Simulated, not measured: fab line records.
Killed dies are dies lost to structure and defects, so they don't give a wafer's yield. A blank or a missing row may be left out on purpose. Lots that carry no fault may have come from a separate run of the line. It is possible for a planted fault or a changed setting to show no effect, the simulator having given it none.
Split-lot study | flow sky130 | 5 lots, 23 wafers read, on a route of 708 steps

THE SPLIT ITSELF
At SKY_PWDE_SOFTBAKE_03, the setting temp-c was moved away from the recipe's 110 C on 11 of the 23 wafers read, by +1.9% to +3.4%. For the rest of the wafers, this setting stayed at what the recipe calls for.

Reading taken at the split's own step.

THE READING
In nm, at SKY_PWDE_SOFTBAKE_03: coat_of_PWDE_COAT_02.thk-nm, which is the simulator's own figure and was read by no gauge. There is no usual value for it anywhere in the file. Average 3008 nm, standard deviation 5.5 nm, over the 12 wafers here run with the recipe.

wafer  | tool, chamber at the split | temp-c as run, C | against the recipe | coat_of_PWDE_COAT_02.thk-nm, nm | against lot-mates on the recipe
L076.2 | litho-track-02, 0          | 110              | recipe             | 3007                            | -
L076.3 | litho-track-02, 0          | 110              | recipe             | 3005                            | -
L076.4 | litho-track-02, 0          | 110              | recipe             | 3010                            | -
L080.1 | litho-track-04, 0          | 113.4            | +3.1%              | 2981                            | -28
L080.2 | litho-track-04, 0          | 110              | recipe             | 3016                            | -
L080.3 | litho-track-04, 0          | 113.4            | +3.1%              | 2977                            | -32
L080.4 | litho-track-04, 0          | 110              | recipe             | 3002                            | -
L080.6 | litho-track-04, 0          | 113.4            | +3.1%              | 2973                            | -36
L081.1 | litho-track-02, 0          | 113.7            | +3.4%              | 2986                            | -27
L081.2 | litho-track-02, 0          | 113.7            | +3.4%              | 2983                            | -30
L081.3 | litho-track-02, 0          | 110              | recipe             | 3013                            | -
L081.4 | litho-track-02, 0          | 110              | recipe             | 3010                            | -
L081.5 | litho-track-02, 0          | 110              | recipe             | 3017                            | -
L082.1 | litho-track-03, 0          | 113.1            | +2.8%              | 2964                            | -36
L082.2 | litho-track-03, 0          | 110              | recipe             | 2999                            | -
L082.3 | litho-track-03, 0          | 113.1            | +2.8%              | 2971                            | -29
L082.4 | litho-track-03, 0          | 110              | recipe             | 3001                            | -
L082.6 | litho-track-03, 0          | 113.1            | +2.8%              | 2970                            | -30
L083.2 | litho-track-02, 0          | 112.1            | +1.9%              | 2990                            | -16
L083.3 | litho-track-02, 0          | 112.1            | +1.9%              | 2997                            | -10
L083.4 | litho-track-02, 0          | 110              | recipe             | 3008                            | -
L083.5 | litho-track-02, 0          | 112.1            | +1.9%              | 2989                            | -18
L083.6 | litho-track-02, 0          | 110              | recipe             | 3005                            | -

THE FIT
A straight line over all 23 wafers: coat_of_PWDE_COAT_02.thk-nm changes by -10 nm for each +1% of temp-c; r = -0.90; the points scatter about the line by 7.2 nm.
The same after taking each lot's own level away (the mean of its wafers on the recipe; 23 wafers): -9.86 nm for each +1%; r = -0.96; scatter 4.3 nm.
On that fit, the largest move of temp-c shifts the reading by 33 nm.
From 3000.0 to 3013.3 nm: that is the span of the lots' own levels, equal to 2.4 times the standard deviation above.
Consequently the slope shifts little with the lot-to-lot level, the two slopes agreeing.
Check: with one of the wafers moved furthest among these (+3.4%) left out of the fit, the line predicts -33.8 nm for it against its lot-mates. Against them it came out at -27.3 nm.

OTHER SPLITS APPLIED TO THESE WAFERS
These wafers also went through other splits before the reading. Each is held against what the fit with the lots' levels taken away leaves over:
other split on the same wafers      | wafers away from the commonest value | r with coat_of_PWDE_COAT_02.thk-nm (lot level and that fit taken away)
SKY_FIELD_ISO_CVD_03 pressure-mtorr | 10                                   | -0.37
SKY_FIELD_ISO_WET_ETCH_30 time-s    | 15                                   | +0.05

THE WHOLE CHAIN: every reading that the file lists as answering this split, in the file's order
step                 | what it does    | reading                                                                      | change (the file's fit)              | r (the file's)
SKY_PWDE_SOFTBAKE_03 |                 | coat_of_PWDE_COAT_02.thk-nm (the simulator's own value, which no gauge read) | -9.67 nm for each +1% of the setting | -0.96
SKY_PWDE_STRIP_09    | strips in O2/N2 | strip-time-to-endpoint-s                                                     | withheld for each +1% of the setting | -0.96

FILE'S OWN FIT
coat_of_PWDE_COAT_02.thk-nm changes by -9.67 nm for each +1% of temp-c, r = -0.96.
